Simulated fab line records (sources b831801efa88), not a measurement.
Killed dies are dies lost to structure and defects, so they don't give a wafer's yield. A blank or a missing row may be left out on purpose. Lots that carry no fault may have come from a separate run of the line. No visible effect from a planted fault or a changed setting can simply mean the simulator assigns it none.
Which tool is to blame?    flow gf180mcu    Sampling: 7 lots, 20 wafers, 2 of 602 route steps

== WHAT EACH GAUGE READ, for each wafer ==
GF_HV_LDD_CD_MEAS_07: target cd 400 nm.
lot   measured      on         cd nm (nm)
L215  day 10 11:35  cd sem-01  398.9 400.2 397.4
L217  day 10 22:23  cd sem-02  397.4 400.8 400.4
L219  day 11 11:01  cd sem-01  398.7 401.1 398.7
L222  day 12 11:11  cd sem-01  395.2 397.8 395.2
L230  day 14 18:46  cd sem-01  401.6 406.7 402.2
L232  day 15 12:39  cd sem-01  401.0 408.7
L236  day 17 02:41  cd sem-02  397.0 400.1 399.0

== WHAT TOOL EACH LOT RAN ON (gives the tool, then ch and the chambers of the sampled wafers, and finally the start) ==
lot   GF_HV_LDD_DEVELOP_06
L215  litho track-03 ch 0, day 10 11:26
L217  litho track-04 ch 0, day 10 22:14
L219  litho track-04 ch 0, day 11 10:52
L222  litho track-03 ch 0, day 12 11:02
L230  litho track-04 ch 0, day 14 18:37
L232  litho track-04 ch 0, day 15 12:31
L236  litho track-03 ch 0, day 17 02:32
- GF_HV_LDD_DEVELOP_06: develop time 60 s.

== THE ANSWER, worked out from the rows above alone ==
Rule: what is usual is taken from the lots themselves. The widest of any qualifying gaps counts: lots, ordered by their means at a reading, are off when they make up no more than a third of the lots, leave a main group of 4 or more, and stand apart from it by 3 or more times the standard deviation of that group's means. The tables above print the reading to a certain number of digits; a main group whose means all agree to those digits is not used. Also off: a lot with no number at a reading for which 4 or more lots have one. Any other lot the step has rows for is counted as sound.
Off, at GF_HV_LDD_CD_MEAS_07 on cd nm: L230, L232. Main group: mean 398.5 nm, sd 1.3.
A tool fits if, at a process step before that reading, it ran every lot that is off, and no sound lot after the first of them. Gauges at GF_HV_LDD_CD_MEAS_07: tried the same way as those tools. Undecided on this evidence; 2 tools fit (litho track-04 at GF_HV_LDD_DEVELOP_06, cd sem-01 at GF_HV_LDD_CD_MEAS_07).

== WHAT THE SIMULATOR HAD PUT IN ==
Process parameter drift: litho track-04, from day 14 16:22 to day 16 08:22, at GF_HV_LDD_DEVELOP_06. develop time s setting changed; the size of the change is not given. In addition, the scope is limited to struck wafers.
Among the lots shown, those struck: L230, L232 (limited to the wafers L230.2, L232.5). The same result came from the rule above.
